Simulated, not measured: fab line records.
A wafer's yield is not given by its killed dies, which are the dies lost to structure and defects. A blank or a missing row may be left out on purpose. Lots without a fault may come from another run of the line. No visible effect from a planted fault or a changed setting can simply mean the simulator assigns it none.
2 desks looking at one fault | flow sfq line | every desk sees just its own numbers, and what lay behind them comes last

## DESK OF THE TOOL OWNER: cmp-01
The tool's own readings at SFQ_TRILAYER_I2_CMP_CMP_064 (polishes SiO2): means of the sampled wafers that have a number, for each lot that ran on this tool. The brackets show how far a lot's mean lies from the usual mean; more than 4 standard deviations puts the lot out of limits, marked OUT.
Columns: A = motor current A at SFQ_TRILAYER_I2_CMP_CMP_064, usual 9.8 A; B = retaining ring pressure frac at SFQ_TRILAYER_I2_CMP_CMP_064, usual 1.001; C = slurry flow ml min at SFQ_TRILAYER_I2_CMP_CMP_064, usual 150.0; D = time to endpoint s at SFQ_TRILAYER_I2_CMP_CMP_064, usual 216 s
lot  | first seen here | A   | B     | C     | D
L578 | day 25 17:42    | 9.2 | 1.004 | 149.6 | 218
L579 | day 25 23:12    | 8.9 | 1.003 | 149.9 | 207
L582 | day 26 06:12    | 9.2 | 1.004 | 150.1 | 211
L587 | day 26 17:12    | 9.7 | 0.999 | 150.2 | 233
L589 | day 26 20:39    | 9.2 | 1.001 | 150.3 | 239
L592 | day 27 03:39    | 9.4 | 1.005 | 150.0 | 238
Finding of this desk: none of the 6 lots has anything out of limits.

## FROM THE METROLOGY DESK
Lot by lot, what the gauges showed, no matter which tool ran the lot: averages of those sampled wafers that carry a number. The brackets show how far a lot's mean lies from the usual mean; more than 4 standard deviations puts the lot out of limits, marked OUT.
Columns: A = M0_OVL at SFQ_M0_OVL_MEAS_906, usual 0 nm
lot  | first seen here | A
L573 | day 6 16:06     | 4
L574 | day 6 19:41     | -2
L576 | day 7 13:47     | 5
L578 | day 8 02:33     | 6
L579 | day 8 03:44     | 0
L581 | day 8 14:21     | -4
L582 | day 8 17:56     | 2
L584 | day 9 02:21     | -6
L587 | day 9 20:20     | 7
L588 | day 10 03:32    | -6
L589 | day 10 05:56    | -2
L592 | day 11 03:44    | 6
L593 | day 11 14:20    | 2
L594 | day 11 17:56    | -4
L596 | day 12 02:20    | 1
Finding of this desk: none of the 15 lots has anything out of limits.

## BROUGHT TOGETHER
The desk of the tool owner found nothing out of limits.
Metrology desk: nothing out of limits seen.

## WHAT THE SIMULATOR HAD PUT IN
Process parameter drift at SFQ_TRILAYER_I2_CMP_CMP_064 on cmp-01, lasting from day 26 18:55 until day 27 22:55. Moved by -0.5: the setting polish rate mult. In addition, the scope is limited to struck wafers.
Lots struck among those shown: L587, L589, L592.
